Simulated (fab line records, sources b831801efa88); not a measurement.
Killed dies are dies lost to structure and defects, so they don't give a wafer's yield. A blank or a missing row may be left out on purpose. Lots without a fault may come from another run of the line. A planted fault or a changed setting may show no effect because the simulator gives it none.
A struck lot beside a sound one | flow gf180mcu | 39 steps out of a route of 602
Sound: wafers L250.3, L250.4, L250.5. Struck: wafers L248.1, L248.4, L248.5. The cause comes at the end.
At each step with rows: each side's tool, then ch and its chambers, then its first start. Under that, the readings that differ: sound wafers | struck wafers | difference of the means | sigmas: that difference in standard deviations of wafers without a fault.
alike: readings whose means differ by less than 2 such deviations, and words and numbers that are the same on both sides. not compared: withheld readings, readings that some wafer has no value for, bounds like >300 that may hide the same value, and numbers for which the record gives no deviation and whose values overlap.
The two part at a step that has a row with sigmas, a row that says differs or no value, or rows on one side only. Numbers that don't overlap but have no deviation are shown without sigmas and don't part them. A reading that every wafer of one side lacks parts them only if that side has two wafers or more.

first, 5 steps without rows for these wafers: GF_HV_LDD_COAT_14 (resist thk 1000 nm); GF_HV_LDD_SOFTBAKE_15 (time 60 s); GF_HV_LDD_EXPOSE_16 (exposes mask Pplus LV AREA, target cd 400 nm); GF_HV_LDD_PEB_17; GF_HV_LDD_DEVELOP_18 (develop time 60 s).
GF_HV_LDD_CD_MEAS_19: target cd 400 nm.
  sound on cd_sem-02, day 17 18:52; struck on cd_sem-02, day 17 14:53
  alike: cd_nm
GF_HV_LDD_OVL_MEAS_20:
  sound on overlay-01, day 17 18:57; struck on overlay-02, day 17 15:00
  alike: HV_LDD_01_OVL
then, 1 step without rows for these wafers: GF_HV_LDD_IMPLANT_21.
GF_HV_LDD_STRIP_22: strips in O2/N2.
  sound on plasma_asher-04 ch 0,1, day 17 19:10; struck on plasma_asher-02 ch 0,1, day 17 15:11
  alike: drypump_motor_current_A, heater_power_w, n2_flow_sccm, oes_product_au, strip_time_to_endpoint_s
  not compared: rf_hours_counter_h
GF_HV_LDD_TW_MEAS_23:
  sound on film_metro-01, day 17 19:15; struck on film_metro-01, day 17 15:17
  alike: HV_LDD_2_TW
then, 2 steps without rows for these wafers: GF_HV_LDD_DEHYDRATE_24 (time 60 s); GF_HV_LDD_HMDS_25 (prime time 60 s).
GF_HV_LDD_COAT_26: resist thk 1000 nm.
  sound on litho_track-03 ch 0, day 18 07:34; struck on litho_track-03, day 18 02:37
  no value came back on the struck wafers for chill_plate_temp_C (C), dispense_pressure_kPa (kPa), spin_speed_rpm (rpm); on the sound wafers chill_plate_temp_C (C) reads 23.17 23.29 23.15
then, 4 steps without rows for these wafers: GF_HV_LDD_SOFTBAKE_27 (time 60 s); GF_HV_LDD_EXPOSE_28 (exposes mask Nplus HV AREA, target cd 400 nm); GF_HV_LDD_PEB_29; GF_HV_LDD_DEVELOP_30 (develop time 60 s).
GF_HV_LDD_CD_MEAS_31: target cd 400 nm.
  sound on cd_sem-01, day 18 19:25; struck on cd_sem-02, day 18 15:04
  reading    | sound             | struck | difference                    | sigmas
  cd_nm (nm) | 397.9 399.0 397.2 | - - -  | no value on the struck wafers |
GF_HV_LDD_OVL_MEAS_32:
  sound on overlay-02, day 18 19:31; struck on overlay-01, day 18 15:11
  reading            | sound       | struck | difference                    | sigmas
  HV_LDD_02_OVL (nm) | 2.3 0.8 0.0 | - - -  | no value on the struck wafers |
then, 4 steps without rows for these wafers: GF_HV_LDD_IMPLANT_33; GF_HV_LDD_IMPLANT_34; GF_HV_LDD_IMPLANT_35; GF_HV_LDD_IMPLANT_36.
GF_HV_LDD_STRIP_37: strips in O2/N2.
  sound on plasma_asher-02 ch 0,1, day 18 20:10; struck on plasma_asher-03 ch 0,1, day 18 15:50
  no value came back on the struck wafers for oes_product_au (a.u.), strip_time_to_endpoint_s (s); on the sound wafers oes_product_au (a.u.) reads 0.709 0.724 0.715
  alike: drypump_motor_current_A, heater_power_w, n2_flow_sccm
  not compared: rf_hours_counter_h
GF_HV_LDD_TW_MEAS_38:
  sound on film_metro-01, day 18 20:15; struck on film_metro-02, day 18 15:56
  reading     | sound          | struck         | difference | sigmas
  HV_LDD_3_TW | 1451 1447 1441 | 1409 1416 1417 | -32        | -2
then, 7 steps without rows for these wafers: GF_HV_LDD_DEHYDRATE_39 (time 60 s); GF_HV_LDD_HMDS_40 (prime time 60 s); GF_HV_LDD_COAT_41 (resist thk 1000 nm); GF_HV_LDD_SOFTBAKE_42 (time 60 s); GF_HV_LDD_EXPOSE_43 (exposes mask Pplus HV AREA, target cd 400 nm); GF_HV_LDD_PEB_44; GF_HV_LDD_DEVELOP_45 (develop time 60 s).
GF_HV_LDD_CD_MEAS_46: target cd 400 nm.
  sound on cd_sem-02, day 19 20:17; struck on cd_sem-01, day 19 16:04
  alike: cd_nm
GF_HV_LDD_OVL_MEAS_47:
  sound on overlay-01, day 19 20:23; struck on overlay-01, day 19 16:11
  alike: HV_LDD_03_OVL
then, 1 step without rows for these wafers: GF_HV_LDD_IMPLANT_48.
GF_HV_LDD_STRIP_49: strips in O2/N2.
  sound on plasma_asher-02 ch 0,1, day 19 20:35; struck on plasma_asher-04 ch 0,1, day 19 16:23
  alike: drypump_motor_current_A, heater_power_w, n2_flow_sccm, oes_product_au, strip_time_to_endpoint_s
  not compared: rf_hours_counter_h
GF_HV_LDD_TW_MEAS_50:
  sound on film_metro-02, day 19 20:41; struck on film_metro-01, day 19 16:29
  reading     | sound       | struck         | difference | sigmas
  HV_LDD_4_TW | 561 558 560 | 1459 1465 1469 | +905       | +99 or more
then, 1 step without rows for these wafers: GF_HV_LDD_CLEAN_51 (cleans in SC1/SC2, time 150 s).
-- the record jumps here: 15 days lie between the struck wafers' starts before and after (it left off in module HV_LDD and takes up again in module PASSIVATION, whose first step shown is number 602 of the route) --
GF_PASSIVATION_PROBE_99:
  the record has rows for the struck wafers here (prober-02, day 34 16:10) and none for the sound ones

WHERE THEY PART
First at GF_HV_LDD_COAT_26; last, within this record, at GF_PASSIVATION_PROBE_99.

WHY: what the simulator had put in
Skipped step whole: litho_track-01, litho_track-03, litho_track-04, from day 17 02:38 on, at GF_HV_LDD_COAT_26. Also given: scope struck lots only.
